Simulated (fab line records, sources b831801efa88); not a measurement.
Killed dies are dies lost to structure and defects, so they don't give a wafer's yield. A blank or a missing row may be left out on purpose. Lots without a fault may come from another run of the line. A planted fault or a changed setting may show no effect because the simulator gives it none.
Which tool did it? | flow sky130 | 11 lots, 33 wafers sampled, at 6 steps of a route of 708

WHAT THE GAUGES READ, wafer by wafer
SKY_SD_N_RS_MEAS_16: measures by four-point-probe.
lot  | measured     | on            | SD_N_RS (ohm/sq)
L188 | day 29 16:56 | film_metro-02 | 68.43 68.40 68.20
L189 | day 30 16:34 | film_metro-04 | 68.39 68.40 68.50
L192 | day 31 04:08 | film_metro-02 | 68.77 68.64 68.59
L194 | day 31 16:15 | film_metro-02 | 68.63 68.62 68.59
L195 | day 32 01:14 | film_metro-02 | 68.41 68.55 68.33
L197 | day 32 12:15 | film_metro-04 | 68.39 68.53 68.48
L200 | day 33 14:50 | film_metro-02 | 68.55 68.42 68.43
L202 | day 34 01:41 | film_metro-04 | 69.25 69.12 69.00
L203 | day 34 06:29 | film_metro-04 | 69.19 69.00 69.18
L204 | day 34 11:33 | film_metro-04 | 68.47 68.59 68.55
L205 | day 35 03:06 | film_metro-02 | 68.48 68.53 68.61

SKY_LI_CONTACT_CD_MEAS_12: target cd 170 nm.
lot  | measured     | on        | cd_nm (nm)
L188 | day 30 21:23 | cd_sem-02 | 170.0 168.4 168.7
L189 | day 31 20:49 | cd_sem-01 | 167.7 167.6 167.2
L192 | day 32 08:28 | cd_sem-02 | 168.9 169.9 170.7
L194 | day 32 21:14 | cd_sem-01 | 172.5 172.4 173.1
L195 | day 33 04:58 | cd_sem-01 | 168.6 168.1 169.6
L197 | day 33 15:58 | cd_sem-01 | 170.2 170.1 169.1
L200 | day 34 18:16 | cd_sem-01 | 173.4 172.6 174.1
L202 | day 35 04:52 | cd_sem-01 | 168.3 169.1 169.2
L203 | day 35 10:05 | cd_sem-02 | 168.7 167.2 167.8
L204 | day 35 14:58 | cd_sem-02 | 170.5 169.8 170.4
L205 | day 36 06:16 | cd_sem-01 | 169.6 167.7 168.4

WHICH TOOL RAN EACH LOT (tool, then ch and the chambers of the sampled wafers, then the start)
lot  | SKY_SD_N_IMPLANT_09             | SKY_SD_N_STRIP_11                    | SKY_SD_N_RTA_14                  | SKY_LI_CONTACT_CMP_02
L188 | implanter-01 ch 0, day 29 16:14 | plasma_asher-02 ch 0,1, day 29 16:32 | rtp_anneal-01 ch 0, day 29 16:46 | cmp-02 ch 0,1,3, day 29 17:31
L189 | implanter-01 ch 0, day 30 15:53 | plasma_asher-01 ch 0,1, day 30 16:10 | rtp_anneal-02 ch 0, day 30 16:22 | cmp-01 ch 0,1,3, day 30 17:28
L192 | implanter-02 ch 0, day 31 03:28 | plasma_asher-01 ch 0,1, day 31 03:44 | rtp_anneal-01 ch 0, day 31 03:58 | cmp-01 ch 0,1,2, day 31 04:40
L194 | implanter-02 ch 0, day 31 15:34 | plasma_asher-01 ch 0,1, day 31 15:52 | rtp_anneal-01 ch 0, day 31 16:05 | cmp-01 ch 1,2,3, day 31 16:53
L195 | implanter-02 ch 0, day 32 00:34 | plasma_asher-02 ch 0,1, day 32 00:50 | rtp_anneal-02 ch 0, day 32 01:04 | cmp-02 ch 0,1,2, day 32 01:52
L197 | implanter-03 ch 0, day 32 11:34 | plasma_asher-01 ch 0,1, day 32 11:52 | rtp_anneal-01 ch 0, day 32 12:04 | cmp-02 ch 1,2, day 32 12:47
L200 | implanter-01 ch 0, day 33 14:10 | plasma_asher-03 ch 0,1, day 33 14:28 | rtp_anneal-02 ch 0, day 33 14:40 | cmp-02 ch 1,2,3, day 33 15:28
L202 | implanter-02 ch 0, day 34 00:59 | plasma_asher-02 ch 0,1, day 34 01:17 | rtp_anneal-02 ch 0, day 34 01:31 | cmp-01 ch 1,2,3, day 34 02:13
L203 | implanter-02 ch 0, day 34 05:47 | plasma_asher-03 ch 0, day 34 06:05   | rtp_anneal-01 ch 0, day 34 06:19 | cmp-01 ch 1,2,3, day 34 07:04
L204 | implanter-01 ch 0, day 34 10:52 | plasma_asher-03 ch 0,1, day 34 11:10 | rtp_anneal-02 ch 0, day 34 11:22 | cmp-01 ch 0,1,3, day 34 12:05
L205 | implanter-03 ch 0, day 35 02:25 | plasma_asher-03 ch 0,1, day 35 02:43 | rtp_anneal-01 ch 0, day 35 02:56 | cmp-02 ch 0,3, day 35 03:38
- SKY_SD_N_IMPLANT_09
- SKY_SD_N_STRIP_11: strips in O2/N2.
- SKY_SD_N_RTA_14: time 2 s.
- SKY_LI_CONTACT_CMP_02: polishes PSG.

WHAT THE TOOLS THEMSELVES READ (means of the sampled wafers that have a number; where no wafer has one, the mark that the record gives instead)
SKY_SD_N_IMPLANT_09.
lot  | tool         | dose_ions_cm2
L188 | implanter-01 | 4e+15
L189 | implanter-01 | 4e+15
L192 | implanter-02 | 4e+15
L194 | implanter-02 | 4e+15
L195 | implanter-02 | 4e+15
L197 | implanter-03 | 4e+15
L200 | implanter-01 | 4e+15
L202 | implanter-02 | 4e+15
L203 | implanter-02 | 4e+15
L204 | implanter-01 | 4e+15
L205 | implanter-03 | 4e+15

SKY_SD_N_STRIP_11.
lot  | tool            | drypump_motor_current_A (A) | oes_product_au (a.u.) | strip_time_to_endpoint_s (s)
L188 | plasma_asher-02 | 6.1                         | 0.530                 | 22.58
L189 | plasma_asher-01 | 5.8                         | 0.529                 | 22.57
L192 | plasma_asher-01 | 6.0                         | 0.526                 | 22.51
L194 | plasma_asher-01 | 5.8                         | 0.531                 | 22.52
L195 | plasma_asher-02 | 6.2                         | 0.527                 | 22.53
L197 | plasma_asher-01 | 6.0                         | 0.524                 | 22.61
L200 | plasma_asher-03 | 5.8                         | 0.524                 | 22.54
L202 | plasma_asher-02 | 6.1                         | 0.531                 | 22.24
L203 | plasma_asher-03 | 6.3                         | 0.528                 | 22.29
L204 | plasma_asher-03 | 5.8                         | 0.526                 | 22.51
L205 | plasma_asher-03 | 6.1                         | 0.525                 | 22.57

SKY_SD_N_RTA_14.
lot  | tool          | lamp_power_pct (%) | wafer_temp_C_max
L188 | rtp_anneal-01 | 15.73              | 1078.7
L189 | rtp_anneal-02 | 15.69              | 1078.9
L192 | rtp_anneal-01 | 15.74              | 1077.2
L194 | rtp_anneal-01 | 15.72              | 1077.9
L195 | rtp_anneal-02 | 15.70              | 1077.6
L197 | rtp_anneal-01 | 15.70              | 1077.8
L200 | rtp_anneal-02 | 15.72              | 1078.3
L202 | rtp_anneal-02 | 15.72              | 1077.0
L203 | rtp_anneal-01 | 15.77              | 1077.7
L204 | rtp_anneal-02 | 15.75              | 1078.1
L205 | rtp_anneal-01 | 15.67              | 1079.5

SKY_LI_CONTACT_CMP_02.
lot  | tool   | motor_current_A (A) | time_to_endpoint_s (s)
L188 | cmp-02 | 12.6                | 30.2
L189 | cmp-01 | 12.2                | 33.6
L192 | cmp-01 | 12.2                | 32.5
L194 | cmp-01 | 12.4                | 33.8
L195 | cmp-02 | 12.6                | 33.8
L197 | cmp-02 | 12.9                | 32.1
L200 | cmp-02 | 12.8                | 31.6
L202 | cmp-01 | 12.6                | 30.5
L203 | cmp-01 | 12.2                | 32.7
L204 | cmp-01 | 12.3                | 32.4
L205 | cmp-02 | 11.9                | 28.2

THE ANSWER, worked out from the rows above alone
Rule: what is usual is taken from the lots themselves. Put in order of their means at a reading, lots are off if they are a third of the lots or fewer, leave a main group of 4 or more, and stand apart from it by a gap of 3 or more times the standard deviation of the main group's means; of several such gaps the widest counts. A main group whose means are all the same, to the digits that the tables above print for the reading, isn't used. A lot without any number at a reading at which 4 lots or more have one is off too. The other lots that the step has rows for count as sound. The gauges are gone through in route order, then the tools' own readings, and for those a lot's mean is taken as printed above. The first step at which some lot is off is used, and at that step the reading that is off furthest; a lot without a number counts as furthest.
Off: L202, L203, at SKY_SD_N_RS_MEAS_16 (SD_N_RS). The main group: mean 68.50 ohm/sq, standard deviation 0.094.
A tool fits if, at a process step before that reading, it ran every lot that is off, and no sound lot after the first of them. The gauges at SKY_SD_N_RS_MEAS_16 aren't tried: what is off there is off at SKY_SD_N_STRIP_11 too, on other tools, and a gauge's error can't cause that. One fits: implanter-02 at SKY_SD_N_IMPLANT_09. Its last sound lot is L195 (day 32 00:34), its first lot that is off L202 (day 34 00:59): a fault that began between those two fits.

WHAT THE SIMULATOR HAD PUT IN
Process parameter drift: implanter-02, from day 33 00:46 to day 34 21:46, at SKY_SD_N_IMPLANT_09. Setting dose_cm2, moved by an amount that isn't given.
Lots struck among those shown: L202, L203. The rule above found the same.
